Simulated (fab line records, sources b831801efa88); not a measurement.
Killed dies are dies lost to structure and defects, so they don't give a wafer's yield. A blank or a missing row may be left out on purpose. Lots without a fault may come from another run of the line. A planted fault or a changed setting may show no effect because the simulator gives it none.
One fault seen from 2 desks | flow gf180mcu | each desk has only its own numbers; what lay behind them comes last

THE TOOL OWNER'S DESK: cmp-01
The tool's own readings at GF_V4_CMP_04 (polishes SiO2): means of the sampled wafers that have a number, for each lot that ran on this tool. A lot is out of limits, marked OUT, if its mean lies more than 4 standard deviations from the usual mean; the brackets give that distance.
Columns: A = edge_zone_pressure_frac at GF_V4_CMP_04, usual 1.000; B = motor_current_A at GF_V4_CMP_04, usual 11.2 A; C = retaining_ring_pressure_frac at GF_V4_CMP_04, usual 1.000; D = time_to_endpoint_s at GF_V4_CMP_04, usual 80 s
lot  | first seen here | A     | B    | C     | D
L255 | day 24 22:26    | 1.003 | 10.6 | 0.994 | 82
L256 | day 25 01:41    | 1.003 | 10.7 | 1.003 | 89
L257 | day 25 04:02    | 0.998 | 12.3 | 1.003 | 78
L266 | day 27 18:54    | 1.000 | 10.3 | 1.000 | 61
This desk's finding: nothing out of limits on any of the 4 lots.

THE METROLOGY DESK
What the gauges read, lot by lot, whatever tool the lot ran on: means of the sampled wafers that have a number. A lot is out of limits, marked OUT, if its mean lies more than 4 standard deviations from the usual mean; the brackets give that distance.
Columns: A = cd_nm at GF_M4_CD_MEAS_14, usual 280.3 nm; B = V4_BOW at GF_V4_BOW_MEAS_05, usual 135 um
lot  | first seen here | A     | B
L253 | day 22 22:34    | 282.3 | 123
L255 | day 24 21:16    | 281.3 | 134
L256 | day 25 00:32    | 280.7 | 136
L257 | day 25 02:53    | 279.3 | 139
L259 | day 25 10:03    | 279.2 | 133
L260 | day 25 23:20    | 281.3 | 129
L266 | day 27 17:46    | 280.0 | 146
L271 | day 29 06:05    | 280.7 | 153
L275 | day 30 06:20    | 279.9 | 147
L276 | day 30 13:56    | 277.3 | 134
This desk's finding: nothing out of limits on any of the 10 lots.

PUT TOGETHER
The tool owner's desk saw nothing out of limits.
The metrology desk saw nothing out of limits.

WHAT THE SIMULATOR HAD PUT IN
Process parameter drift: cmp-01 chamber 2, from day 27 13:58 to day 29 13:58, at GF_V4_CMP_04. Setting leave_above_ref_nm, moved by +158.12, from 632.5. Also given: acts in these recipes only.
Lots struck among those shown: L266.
